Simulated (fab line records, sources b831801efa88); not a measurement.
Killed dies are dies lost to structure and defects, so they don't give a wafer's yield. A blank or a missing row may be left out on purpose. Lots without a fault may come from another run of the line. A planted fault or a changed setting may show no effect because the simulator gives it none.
Which tool did it? | flow sky130 | 11 lots, 33 wafers sampled, at 1 step of a route of 708

WHAT THE GAUGES READ, wafer by wafer
SKY_CAPM_THK_MEAS_04: measures by xrf.
lot  | measured     | on            | CAPM_TIN_THK (nm)
L202 | day 36 09:08 | film_metro-03 | 200.0 199.1 202.3
L203 | day 36 18:19 | film_metro-03 | 196.5 200.4 201.8
L205 | day 37 09:50 | film_metro-04 | 203.1 199.7 200.4
L206 | day 37 16:25 | film_metro-02 | 203.7 202.4 202.9
L207 | day 37 20:13 | film_metro-03 | 198.3 198.8 195.5
L208 | day 38 01:57 | film_metro-03 | 199.3 199.0 198.0
L211 | day 39 05:59 | film_metro-04 | 200.9 201.6 202.5
L215 | day 40 13:08 | film_metro-03 | 204.0 203.4 203.2
L218 | day 41 09:05 | film_metro-02 | 202.9 201.3 203.5
L219 | day 41 18:41 | film_metro-02 | 196.3 201.9 201.3
L222 | day 42 18:07 | film_metro-03 | 200.0 197.4 200.9

WHICH TOOL RAN EACH LOT (tool, then ch and the chambers of the sampled wafers, then the start)
The record holds no process step before these readings.

THE ANSWER, worked out from the rows above alone
Rule: what is usual is taken from the lots themselves. Put in order of their means at a reading, lots are off if they are a third of the lots or fewer, leave a main group of 4 or more, and stand apart from it by a gap of 3 or more times the standard deviation of the main group's means; of several such gaps the widest counts. A main group whose means are all the same, to the digits that the tables above print for the reading, isn't used. A lot without any number at a reading at which 4 lots or more have one is off too. The other lots that the step has rows for count as sound.
No lot is off at any reading shown: from this, nothing can be told.

WHAT THE SIMULATOR HAD PUT IN
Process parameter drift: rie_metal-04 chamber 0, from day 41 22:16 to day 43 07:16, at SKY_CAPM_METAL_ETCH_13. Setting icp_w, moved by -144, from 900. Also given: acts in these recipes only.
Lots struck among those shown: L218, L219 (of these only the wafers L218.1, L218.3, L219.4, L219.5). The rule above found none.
